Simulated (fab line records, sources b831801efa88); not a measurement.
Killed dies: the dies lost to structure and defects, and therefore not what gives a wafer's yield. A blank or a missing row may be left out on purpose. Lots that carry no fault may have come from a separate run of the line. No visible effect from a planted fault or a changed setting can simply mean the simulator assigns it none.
A lot that was struck, set against a sound lot | flow gf180mcu | 18 out of 602 route steps
Sound: these wafers, L402.2, L402.5, L402.6. Struck: wafers L409.2, L409.4, L409.6. The cause comes at the end.
For every step that has rows: the tool of each side, followed by ch and its chambers, followed by its first start. Under that, the readings that differ: sound wafers | struck wafers | difference of the means | sigmas: that difference in standard deviations of wafers without a fault.
alike: a reading whose means differ by less than 2 such deviations, as well as words and numbers matching on both sides. not compared: withheld readings; readings where some wafer has no value; bounds like >300 that might hide an equal value; numbers whose values overlap and for which the record gives no deviation.
The two part at a step that has a row with sigmas, a row that says differs or no value, or rows on one side only. Non-overlapping numbers with no deviation appear without sigmas and do not part them. Lack of a reading on every wafer of one side parts them only where that side has two or more wafers.

first, 3 steps without rows for these wafers: GF_V3_EXPOSE_11 (exposes mask Via3, target cd 260 nm); GF_V3_PEB_12 (peb time 90 s); GF_V3_DEVELOP_13 (develop time 60 s).
GF_V3_CD_MEAS_14 targets a cd of 260 nm.
  sound on cd-sem-01 at day 24 20:16; struck on cd-sem-02 at day 26 13:44
  alike: cd-nm
GF_V3_OVL_MEAS_15:
  sound on overlay-01 at day 24 20:22; struck on overlay-02 at day 26 13:50
  alike: V3_OVL
GF_V3_ETCH_16: etches BARC in N2/H2.
  sound on rie-diel-03 ch 0,2,3, day 24 20:23; struck on rie-diel-04 ch 1,2,3, day 26 13:52
  alike: drypump-motor-current-A, oes-product-au, throttle-valve-pct
GF_V3_ETCH_17: etches SiO2 in C4F8/O2/Ar, stops on TiN, target depth 635 nm.
  sound on rie-diel-03 ch 0,2,3; struck on rie-diel-04 ch 1,2,3
  alike: oes-product-au
GF_V3_STRIP_18: strips in O2/N2.
  sound on plasma-asher-02 ch 0,1, day 24 20:31; struck on plasma-asher-01 ch 1, day 26 14:00
  alike: drypump-motor-current-A, heater-power-w, oes-product-au
  not compared: rf-hours-counter-h
then, 2 steps without rows for these wafers: GF_V3_STRIP_19 (strips in post etch residue remover, time 1200 s); GF_V3_CLEAN_20 (cleans in DIW).
GF_V3_SPUTTER_21: material Ti, target thk 15 nm, time 80.02 s.
  sound on pvd-sputter-02 at day 24 21:05; struck on pvd-sputter-01 at day 26 14:34
  alike: throttle-valve-pct
then, 1 step without rows for these wafers: GF_V3_SPUTTER_22 (material TiN, target thk 10 nm, time 40 s).
GF_V3_CVD_23: deposits W, target thk 350 nm, time 104.9 s.
  sound on cvd-w-01 ch 0,1, day 24 21:11; struck on cvd-w-02 ch 0,1, day 26 14:40
  reading                          | sound             | struck            | difference | sigmas
  chamber-pressure-Torr (Torr)     | 40.02 39.89 39.85 | 27.89 27.91 28.12 | -11.95     | -99 or more
  model.W_of_V3_CVD_23.thk-nm (nm) | 353.5 357.1 355.3 | 291.8 287.9 290.1 | -65.4      |
  alike: heater-power-w
GF_V3_RS_MEAS_24: uses a four-point probe to measure.
  sound on film-metro-01 at day 24 21:19; struck on film-metro-01 at day 26 14:48
  reading          | sound             | struck            | difference | sigmas
  V3_W_RS (ohm/sq) | 0.325 0.322 0.323 | 0.394 0.400 0.396 | +0.073     | +17
GF_V3_THK_MEAS_25: measures by xrf.
  sound on film-metro-01 at day 24 21:26; struck on film-metro-01 at day 26 14:55
  reading       | sound       | struck      | difference | sigmas
  V3_W_THK (nm) | 358 365 361 | 293 291 294 | -69        | -13
GF_V3_CMP_26: polishes, stops on SiO2, t overpolish 15 s, target thk 0 nm.
  sound on cmp-02 ch 0,1, day 24 21:42; struck on cmp-01 ch 1,2,3, day 26 15:01
  reading                | sound    | struck   | difference | sigmas
  time-to-endpoint-s (s) | 84 89 87 | 69 73 73 | -15        | -3
  alike: motor-current-A
GF_M4_SPUTTER_00: material Ti, target thk 37.5 nm, time 150 s.
  sound on pvd-sputter-04 at day 24 22:00; struck on pvd-sputter-03 at day 26 15:16
  alike: throttle-valve-pct
GF_PASSIVATION_PROBE_99:
  rows exist in the record for the sound wafers here (prober-02, day 31 02:02), none for the struck ones

== WHERE THEY PART ==
First at GF_V3_CVD_23; last, within this record, at GF_PASSIVATION_PROBE_99.

WHY: what the simulator had put in
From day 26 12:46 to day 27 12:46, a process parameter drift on cvd-w-02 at GF_V3_CVD_23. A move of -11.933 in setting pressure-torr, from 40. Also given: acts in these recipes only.
